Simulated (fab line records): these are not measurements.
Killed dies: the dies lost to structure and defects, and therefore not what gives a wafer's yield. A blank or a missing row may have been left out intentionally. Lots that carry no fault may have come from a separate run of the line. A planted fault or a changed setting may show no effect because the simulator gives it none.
Which tool did it? ; flow sky130 ; 72 wafers from 24 lots sampled at 6 of the route's 708 steps

## WHAT THE GAUGES SHOWED, per wafer
SKY_FIELD_ISO_THK_MEAS_25.
lot;measured;on;FIELD_ISO_CVD_24_THK (nm)
L074;day 2 10:32;filmMetro-03;605 603 602
L076;day 2 19:46;filmMetro-01;590 588 594
L075;day 2 20:07;filmMetro-01;599 593 600
L077;day 3 02:01;filmMetro-04;599 599 602
L078;day 3 05:42;filmMetro-03;594 587 589
L079;day 3 11:02;filmMetro-01;591 592 590
L080;day 3 12:22;filmMetro-01;592 597 595
L081;day 3 20:07;filmMetro-04;586 590 589
L082;day 4 02:22;filmMetro-04;582 586 585
L083;day 4 07:48;filmMetro-04;584 583 582
L084;day 4 10:40;filmMetro-03;597 586 589
L085;day 4 14:46;filmMetro-03;594 595 591
L086;day 4 21:10;filmMetro-03;588 583 579
L087;day 5 02:22;filmMetro-04;583 592 597
L088;day 5 06:58;filmMetro-03;596 587 588
L089;day 5 14:37;filmMetro-01;591 609 603
L090;day 5 17:52;filmMetro-03;590 593 594
L091;day 6 00:01;filmMetro-04;591 588 595
L092;day 6 04:24;filmMetro-03;588 592 586
L093;day 6 09:38;filmMetro-01;595 586 597
L094;day 6 15:44;filmMetro-04;593 593 589
L095;day 6 22:56;filmMetro-01;594 590 596
L096;day 7 04:27;filmMetro-04;592 596 599
L097;day 7 05:32;filmMetro-03;590 596 596

SKY_CAPM_THK_MEAS_01.
lot;measured;on;CAPM_CVD_00_THK (nm)
L074;day 36 12:41;filmMetro-02;15.40 15.64 15.52
L076;day 37 14:06;filmMetro-01;15.58 15.64 15.86
L075;day 37 15:30;filmMetro-02;15.50 15.23 15.55
L077;day 37 21:27;filmMetro-02;15.40 15.53 15.57
L078;day 37 20:36;filmMetro-03;15.19 15.67 15.63
L079;day 38 03:58;filmMetro-01;15.19 15.53 15.36
L080;day 38 04:43;filmMetro-01;15.43 15.25 15.65
L081;day 38 20:46;filmMetro-02;15.13 15.37 15.31
L082;day 39 10:08;filmMetro-01;15.35 15.82 15.82
L083;day 39 09:28;filmMetro-03;14.98 15.34 15.12
L084;day 39 14:42;filmMetro-01;15.23 15.34 15.53
L085;day 40 08:31;filmMetro-02;15.26 15.36 15.46
L086;day 40 11:10;filmMetro-02;15.45 15.60 15.68
L087;day 40 13:52;filmMetro-02;15.55 15.65 15.38
L088;day 41 02:48;filmMetro-02;15.29 15.31 15.51
L089;day 41 13:08;filmMetro-01;15.52 15.83 15.41
L090;day 41 15:19;filmMetro-01;15.54 15.81 15.68
L091;day 41 16:13;filmMetro-01;15.61 15.66 15.67
L092;day 42 02:13;filmMetro-02;15.27 15.37 15.71
L093;day 42 12:20;filmMetro-03;15.13 15.50 15.62
L094;day 42 10:33;filmMetro-01;14.87 15.11 15.24
L095;day 44 08:23;filmMetro-02;15.36 15.48 15.49
L096;day 44 03:52;filmMetro-01;15.37 15.45 15.66
L097;day 44 05:38;filmMetro-03;15.38 15.56 15.77

## WHAT TOOL EACH LOT RAN ON (gives the tool, then ch and the chambers of the sampled wafers, and finally the start)
lot;SKY_DNWELL_STRIP_08;SKY_VIA1_CMP_02;SKY_METAL3_SPUTTER_04;SKY_CAPM_CVD_00
L074;plasmaAsher-02 ch 0,1, day 3 06:13;cmp-01 ch 2,3, day 33 00:27;pvdSputter-04, day 36 12:36;pecvd-01 ch 0,1,2, day 36 12:39
L076;plasmaAsher-02 ch 0,1, day 3 16:29;cmp-02 ch 0,1,2, day 34 02:40;pvdSputter-02, day 37 14:01;pecvd-02 ch 0,1,2, day 37 14:04
L075;plasmaAsher-02 ch 0,1, day 3 16:58;cmp-01 ch 1,2,3, day 34 03:07;pvdSputter-02, day 37 15:25;pecvd-01 ch 0,1,2, day 37 15:28
L077;plasmaAsher-02 ch 0,1, day 4 00:02;cmp-01 ch 1,2, day 34 10:01;pvdSputter-02, day 37 21:22;pecvd-02 ch 1,2, day 37 21:25
L078;plasmaAsher-01 ch 0,1, day 4 04:23;cmp-02 ch 0,1,2, day 34 09:02;pvdSputter-02, day 37 20:31;pecvd-04 ch 0,1,2, day 37 20:34
L079;plasmaAsher-04 ch 0,1, day 4 08:26;cmp-02 ch 0,1,2, day 34 16:23;pvdSputter-04, day 38 03:54;pecvd-02 ch 1,2, day 38 03:57
L080;plasmaAsher-02 ch 0,1, day 4 09:26;cmp-01 ch 0,1,2, day 34 16:44;pvdSputter-02, day 38 04:39;pecvd-04 ch 0,1, day 38 04:42
L081;plasmaAsher-04 ch 0,1, day 4 17:18;cmp-02 ch 0,3, day 35 10:04;pvdSputter-02, day 38 20:41;pecvd-01 ch 0,1,2, day 38 20:44
L082;plasmaAsher-01 ch 0,1, day 4 23:16;cmp-01 ch 0,2,3, day 36 00:51;pvdSputter-04, day 39 10:02;pecvd-04 ch 0,1,2, day 39 10:06
L083;plasmaAsher-02 ch 0,1, day 5 04:08;cmp-02 ch 2,3, day 35 22:54;pvdSputter-04, day 39 09:23;pecvd-01 ch 0,1, day 39 09:26
L084;plasmaAsher-02 ch 0,1, day 5 09:08;cmp-02 ch 2,3, day 36 05:00;pvdSputter-04, day 39 14:37;pecvd-02 ch 1,2, day 39 14:40
L085;plasmaAsher-01 ch 0, day 5 13:43;cmp-01 ch 0,3, day 36 23:07;pvdSputter-02, day 40 08:26;pecvd-01 ch 1,2, day 40 08:29
L086;plasmaAsher-04 ch 0,1, day 5 18:47;cmp-01 ch 0,1,2, day 37 01:39;pvdSputter-02, day 40 11:05;pecvd-02 ch 0,1,2, day 40 11:08
L087;plasmaAsher-01 ch 0,1, day 6 00:28;cmp-01 ch 1,3, day 37 04:50;pvdSputter-01, day 40 13:46;pecvd-01 ch 1,2, day 40 13:50
L088;plasmaAsher-01 ch 0,1, day 6 06:13;cmp-01 ch 0,2,3, day 37 17:46;pvdSputter-02, day 41 02:43;pecvd-02 ch 0,1,2, day 41 02:46
L089;plasmaAsher-01 ch 0,1, day 6 12:47;cmp-02 ch 0,2,3, day 38 04:44;pvdSputter-01, day 41 13:04;pecvd-04 ch 0,1,2, day 41 13:07
L090;plasmaAsher-02 ch 0,1, day 6 18:34;cmp-02 ch 0,1,2, day 38 07:07;pvdSputter-04, day 41 15:13;pecvd-02 ch 0,2, day 41 15:16
L091;plasmaAsher-02 ch 0,1, day 6 23:19;cmp-01 ch 0,2,3, day 38 08:56;pvdSputter-01, day 41 16:07;pecvd-01 ch 0,1,2, day 41 16:10
L092;plasmaAsher-01 ch 0,1, day 7 03:04;cmp-02 ch 0,1,2, day 38 19:31;pvdSputter-01, day 42 02:08;pecvd-04 ch 0,2, day 42 02:11
L093;plasmaAsher-01 ch 0,1, day 7 10:31;cmp-02 ch 1,2,3, day 39 06:01;pvdSputter-04, day 42 12:14;pecvd-02 ch 0,1, day 42 12:17
L094;plasmaAsher-02 ch 0,1, day 7 16:09;cmp-02 ch 0,1,2, day 39 04:37;pvdSputter-01, day 42 10:28;pecvd-01 ch 0,1,2, day 42 10:31
L095;plasmaAsher-01 ch 0,1, day 8 00:08;cmp-02 ch 0,1,2, day 41 06:22;pvdSputter-04, day 44 08:18;pecvd-02 ch 0,2, day 44 08:21
L096;plasmaAsher-01 ch 0,1, day 8 05:17;cmp-02 ch 0,1, day 41 01:16;pvdSputter-01, day 44 03:48;pecvd-04 ch 0,1, day 44 03:51
L097;plasmaAsher-04 ch 0,1, day 8 06:10;cmp-02 ch 0,1,2, day 41 03:04;pvdSputter-01, day 44 05:34;pecvd-02 ch 0,2, day 44 05:37
- SKY_DNWELL_STRIP_08: strips in O2/N2.
- SKY_VIA1_CMP_02: polishes SiO2.
- SKY_METAL3_SPUTTER_04: material TiN, target thk 70 nm, time 58.3 s.
- SKY_CAPM_CVD_00: deposits SiO2, target thk 15.5 nm.

## AS READ BY THE TOOLS THEMSELVES (means over the sampled wafers that have a number; for cases with no such wafer, the mark the record gives instead)
SKY_DNWELL_STRIP_08.
lot;tool;drypumpMotorCurrentA (A);n2FlowSccm (sccm);oesProductAu (a.u.);stripTimeToEndpointS (s)
L074;plasmaAsher-02;5.97;300.0;0.718;36.84
L076;plasmaAsher-02;5.98;300.8;0.717;36.93
L075;plasmaAsher-02;6.15;300.4;0.719;37.13
L077;plasmaAsher-02;5.97;301.0;0.722;36.72
L078;plasmaAsher-01;5.86;300.3;0.723;36.83
L079;plasmaAsher-04;5.97;300.4;0.723;36.91
L080;plasmaAsher-02;6.17;300.9;0.725;36.85
L081;plasmaAsher-04;5.98;300.2;0.726;36.89
L082;plasmaAsher-01;5.92;299.7;0.728;36.92
L083;plasmaAsher-02;5.99;301.3;0.727;36.73
L084;plasmaAsher-02;6.15;299.8;0.721;36.93
L085;plasmaAsher-01;5.80;301.4;0.720;36.84
L086;plasmaAsher-04;6.16;299.3;0.724;36.90
L087;plasmaAsher-01;5.92;299.7;0.726;36.90
L088;plasmaAsher-01;5.87;300.7;0.725;36.87
L089;plasmaAsher-01;5.85;300.4;0.726;37.01
L090;plasmaAsher-02;6.17;300.5;0.724;36.71
L091;plasmaAsher-02;6.12;299.3;0.722;36.88
L092;plasmaAsher-01;5.85;300.5;0.726;36.99
L093;plasmaAsher-01;5.93;300.4;0.724;36.81
L094;plasmaAsher-02;5.99;300.2;0.724;36.82
L095;plasmaAsher-01;5.91;300.3;0.720;36.81
L096;plasmaAsher-01;5.93;299.9;0.721;36.89
L097;plasmaAsher-04;5.98;299.4;0.721;36.78

SKY_VIA1_CMP_02.
lot;tool;motorCurrentA (A)
L074;cmp-01;11.9
L076;cmp-02;12.1
L075;cmp-01;12.5
L077;cmp-01;13.3
L078;cmp-02;12.2
L079;cmp-02;12.2
L080;cmp-01;13.5
L081;cmp-02;12.0
L082;cmp-01;12.5
L083;cmp-02;11.8
L084;cmp-02;11.0
L085;cmp-01;11.6
L086;cmp-01;13.7
L087;cmp-01;11.7
L088;cmp-01;12.1
L089;cmp-02;12.0
L090;cmp-02;12.1
L091;cmp-01;12.3
L092;cmp-02;12.1
L093;cmp-02;11.7
L094;cmp-02;12.1
L095;cmp-02;12.1
L096;cmp-02;13.0
L097;cmp-02;12.3

SKY_METAL3_SPUTTER_04.
lot;tool;throttleValvePct (%)
L074;pvdSputter-04;29.9
L076;pvdSputter-02;28.5
L075;pvdSputter-02;28.6
L077;pvdSputter-02;29.7
L078;pvdSputter-02;28.8
L079;pvdSputter-04;30.2
L080;pvdSputter-02;28.8
L081;pvdSputter-02;29.4
L082;pvdSputter-04;30.1
L083;pvdSputter-04;29.1
L084;pvdSputter-04;30.2
L085;pvdSputter-02;28.8
L086;pvdSputter-02;28.5
L087;pvdSputter-01;30.7
L088;pvdSputter-02;28.5
L089;pvdSputter-01;30.0
L090;pvdSputter-04;30.1
L091;pvdSputter-01;30.4
L092;pvdSputter-01;31.5
L093;pvdSputter-04;30.1
L094;pvdSputter-01;30.5
L095;pvdSputter-04;30.2
L096;pvdSputter-01;30.6
L097;pvdSputter-01;29.8

SKY_CAPM_CVD_00.
lot;tool;heaterPowerW (W)
L074;pecvd-01;839
L076;pecvd-02;668
L075;pecvd-01;807
L077;pecvd-02;694
L078;pecvd-04;736
L079;pecvd-02;748
L080;pecvd-04;725
L081;pecvd-01;825
L082;pecvd-04;775
L083;pecvd-01;871
L084;pecvd-02;699
L085;pecvd-01;769
L086;pecvd-02;735
L087;pecvd-01;704
L088;pecvd-02;730
L089;pecvd-04;708
L090;pecvd-02;656
L091;pecvd-01;782
L092;pecvd-04;730
L093;pecvd-02;754
L094;pecvd-01;812
L095;pecvd-02;655
L096;pecvd-04;773
L097;pecvd-02;686

## THE ANSWER, worked out from the rows above alone
Rule: usual is defined by the lots themselves. The widest of any qualifying gaps counts: lots, ordered by their means at a reading, are off when they make up no more than a third of the lots, leave a main group of 4 or more, and stand apart from it by 3 or more times the standard deviation of that group's means. A main group whose means are all the same, to the digits that the tables above print for the reading, isn't used. A lot without any number at a reading at which 4 lots or more have one is off too. Any other lot the step has rows for is counted as sound. After the gauges, taken in route order, come the tools' own readings; for these a lot's mean is taken, as printed above. The first step at which some lot is off is used, and at that step the reading that is off furthest; a lot without a number counts as furthest.
Nothing can be told from this: no lot is off at any reading shown.

## WHAT HAD BEEN PUT IN BY THE SIMULATOR
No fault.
